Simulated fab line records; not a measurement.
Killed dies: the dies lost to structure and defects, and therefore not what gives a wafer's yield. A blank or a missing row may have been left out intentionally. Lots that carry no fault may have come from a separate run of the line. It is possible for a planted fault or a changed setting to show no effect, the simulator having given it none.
Chamber matching | flow gf180mcu | GF_V4_CVD_02 on pecvd-03 has 3 sister chambers
The step deposits SiO2 from TEOS, target thk 850 nm, time 94.851 s. 3 wafers are shown with their chamber, then 11 later ones without.

WAFERS WITH THEIR CHAMBER
wafer  | chamber | heaterPowerW (W)
L085.5 | 2       | 737
L090.6 | 0       | 691
L092.2 | 1       | 657

WAFERS WITHOUT THEIR CHAMBER
wafer  | heaterPowerW (W)
L092.5 | 567
L092.6 | 701
L093.2 | 700
L093.3 | 703
L093.4 | 591
L095.1 | 704
L095.5 | 571
L095.6 | 690
L096.2 | 630
L096.3 | 619
L096.5 | 681

WHICH CHAMBER EACH ONE RAN IN
wafer  | from the rows above          | in truth
L092.5 | can't be placed: 1 or 0 or 2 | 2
L092.6 | can't be placed: 0 or 2 or 1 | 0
L093.2 | can't be placed: 0 or 2 or 1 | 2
L093.3 | can't be placed: 0 or 2 or 1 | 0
L093.4 | can't be placed: 1 or 0 or 2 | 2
L095.1 | can't be placed: 0 or 2 or 1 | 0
L095.5 | can't be placed: 1 or 0 or 2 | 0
L095.6 | can't be placed: 0 or 1 or 2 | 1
L096.2 | can't be placed: 1 or 0 or 2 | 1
L096.3 | can't be placed: 1 or 0 or 2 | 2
L096.5 | can't be placed: 0 or 1 or 2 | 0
Correct placement for 0 of the 11. From these rows, 11 cannot be placed; in 11 the true chamber is one of the candidates. 0 placed wrongly.
How it was worked out, from the rows above alone: a wafer's distance from a chamber is the root of the sum, over the readings, of the square of ((its reading less the chamber's mean) divided by the reading's scatter). The wafer belongs to the nearest chamber; if the next one is less than 2 further off, it can't be placed. The mean given for a chamber averages the wafers shown for that chamber. The scatter: root of mean squared gap, hidden wafer to nearest shown wafer, with one shown wafer a chamber.
